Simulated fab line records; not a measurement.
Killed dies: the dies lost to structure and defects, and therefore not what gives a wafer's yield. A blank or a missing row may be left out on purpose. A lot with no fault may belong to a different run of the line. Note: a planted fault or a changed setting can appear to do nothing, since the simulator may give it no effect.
A lot that was struck, set against a sound lot -- flow sky130 -- 43 out of 708 route steps
Sound: the wafers L387.1, L387.4, L387.6. Struck: wafer L403.4. (L403.3, L403.5 of the same lot were not struck and are left out.) The cause comes at the end.
Per side, at each step with rows, come the tool, then ch with its chambers, and then its first start. Under that, the readings that differ: sound wafers -- struck wafers -- difference of the means -- sigmas: that difference in standard deviations of wafers without a fault.
alike: readings with means less than 2 such deviations apart, plus words and numbers identical on both sides. not compared: withheld readings, readings lacking a value on some wafer, bounds such as >300 that could conceal the same value, and numbers that have no deviation in the record and whose values overlap.
A row with sigmas, a row that says differs or no value, or rows on one side alone: a step with any of these is where the two part. Non-overlapping numbers with no deviation appear without sigmas and do not part them. Lack of a reading on every wafer of one side parts them only where that side has two or more wafers.

SKY_VIA3_OVL_MEAS_13:
  sound: overlay-02 at day 41 08:01; struck: overlay-02 at day 45 14:04
  alike: VIA3_OVL
then, 7 steps without rows for these wafers: SKY_VIA3_ETCH_14 (etches BARC in N2/H2, stops on SiO2, time 45.9 s, target depth 60 nm); SKY_VIA3_ETCH_15 (etches SiO2 in C4F8/O2/Ar, stops on TiN, target depth 507 nm, time 78 s); SKY_VIA3_STRIP_16 (strips in O2/N2); SKY_VIA3_STRIP_17 (strips in post etch residue remover, time 1200 s); SKY_VIA3_CLEAN_18 (cleans in IPA, time 180 s); SKY_VIA3_CLEAN_19 (cleans in O3/DIW); SKY_VIA3_SPUTTER_20 (material TiN, target thk 20 nm, time 80 s).
SKY_VIA3_CVD_21: deposits W, target thk 390 nm, time 117.31 s.
  sound on cvd-w-02 ch 0,1, day 41 08:49; struck on cvd-w-02 ch 0, day 45 14:53
  alike: chamber-pressure-Torr, heater-power-w
SKY_VIA3_RS_MEAS_22: measurement is done with a four-point probe.
  sound: film-metro-01 at day 41 08:56; struck: film-metro-04 at day 45 15:01
  alike: VIA3_W_RS
SKY_VIA3_THK_MEAS_23: measures by xrf.
  sound: film-metro-01 at day 41 09:04; struck: film-metro-04 at day 45 15:07
  alike: VIA3_W_THK
SKY_VIA3_CMP_24: polishes, stops on SiO2, t overpolish 20 s, target thk 0 nm.
  sound on cmp-02 ch 0,1,3, day 41 09:07; struck on cmp-01 ch 2, day 45 15:34
  alike: motor-current-A, overpolish-run-s, time-to-endpoint-s
SKY_METAL4_SPUTTER_00: material Ti, target thk 15 nm, time 10 s.
  sound: pvd-sputter-01 at day 41 09:25; struck: pvd-sputter-03 at day 45 15:49
  alike: throttle-valve-pct
then, 2 steps without rows for these wafers: SKY_METAL4_SPUTTER_01 (material TiN, target thk 20 nm, time 16.7 s); SKY_METAL4_SPUTTER_02 (material AlCu, target thk 735 nm, time 39.1 s).
SKY_METAL4_SPUTTER_03: material Ti, target thk 5 nm, time 3.3 s.
  sound: pvd-sputter-01 at day 41 09:31; struck: pvd-sputter-03 at day 45 15:54
  alike: throttle-valve-pct
SKY_METAL4_SPUTTER_04: material TiN, target thk 70 nm, time 58.3 s.
  sound: pvd-sputter-01 at day 41 09:32; struck: pvd-sputter-03 at day 45 15:55
  alike: throttle-valve-pct
then, 1 step without rows for these wafers: SKY_CAP2M_CVD_00 (deposits SiO2, target thk 15.5 nm).
SKY_CAP2M_THK_MEAS_01:
  sound: film-metro-02 at day 41 09:36; struck: film-metro-02 at day 45 16:01
  alike: CAP2M_CVD_00_THK
SKY_CAP2M_SPUTTER_02: material TiN, target thk 200 nm, time 166.7 s.
  sound: pvd-sputter-03 at day 41 09:40; struck: pvd-sputter-02 at day 45 16:03
  alike: throttle-valve-pct
SKY_CAP2M_RS_MEAS_03: measurement is done with a four-point probe.
  sound: film-metro-03 at day 41 09:46; struck: film-metro-03 at day 45 16:12
  alike: CAP2M_TIN_RS
SKY_CAP2M_THK_MEAS_04: measures by xrf.
  sound: film-metro-03 at day 41 09:53; struck: film-metro-03 at day 45 16:18
  alike: CAP2M_TIN_THK
then, 7 steps without rows for these wafers: SKY_CAP2M_DEHYDRATE_05 (time 60 s); SKY_CAP2M_HMDS_06 (prime time 60 s); SKY_CAP2M_COAT_07 (resist thk 1140 nm); SKY_CAP2M_SOFTBAKE_08 (time 60 s); SKY_CAP2M_EXPOSE_09 (exposes mask CAP2M, target cd 1000 nm); SKY_CAP2M_PEB_10; SKY_CAP2M_DEVELOP_11 (develop time 60 s).
SKY_CAP2M_OVL_MEAS_12:
  sound: overlay-02 at day 42 09:59; struck: overlay-01 at day 46 12:37
  alike: CAP2M_OVL
then, 12 steps without rows for these wafers: SKY_CAP2M_METAL_ETCH_13 (etches TiN in Cl2/BCl3, stops on SiO2, target depth 220 nm, time 62.9 s); SKY_CAP2M_STRIP_14 (strips in O2/N2); SKY_CAP2M_STRIP_15 (strips in post etch residue remover, time 1200 s); SKY_CAP2M_CLEAN_16 (cleans in IPA, time 180 s); SKY_CAP2M_CLEAN_17 (cleans in O3/DIW); SKY_METAL4_DEHYDRATE_05 (time 60 s); SKY_METAL4_HMDS_06 (prime time 60 s); SKY_METAL4_COAT_07 (resist thk 60 nm); SKY_METAL4_COAT_08 (resist thk 1140 nm); SKY_METAL4_SOFTBAKE_09 (time 90 s); SKY_METAL4_EXPOSE_10 (exposes mask MM4, target cd 300 nm); SKY_METAL4_PEB_11.
-- the record jumps here: 4 days lie between the struck wafers' starts before and after (it left off in module METAL4 and takes up again in module PAD_OPEN, whose first step shown is number 708 of the route) --
SKY_PAD_OPEN_PROBE_99:
  sound: prober-01 at day 47 09:07; struck: prober-02 at day 50 16:46
reading,sound,struck,difference,sigmas
killed_at_M0_to_M3,47 48 55,34,-16,-2
killed_at_M4_up,6 2 4,36,+32,+17
killed-short,41 47 51,25,-21,-3
sort_bin_3_pad_short (%),0.8 1.2 1.0,3.3,+2.3,+5
sort_bin_6_memory (%),5.9 6.7 7.7,4.1,-2.7,-2
model.etest.tester.sort-n-pass,400 397 396,390,-8,
model.etest.tester.sort-yield-pct (%),81.3 80.69 80.49,79.27,-1.56,
model.etest.tester.sort_bin_5_pct (%),11.99 11.38 10.77,13.41,+2.03,
model.etest.tester.sort_bin_3_pct (%),0.813 1.22 1.016,3.252,+2.236,
  alike: defect-limited-yield, killed-at-contacts, killed-at-front-end, killed-at-other, killed-dies, killed-open, sort_bin_5_function, sort-n-pass, sort-yield-pct

== WHERE THEY PART ==
Within this record, at SKY_PAD_OPEN_PROBE_99 only.

WHY: the cause the simulator had injected
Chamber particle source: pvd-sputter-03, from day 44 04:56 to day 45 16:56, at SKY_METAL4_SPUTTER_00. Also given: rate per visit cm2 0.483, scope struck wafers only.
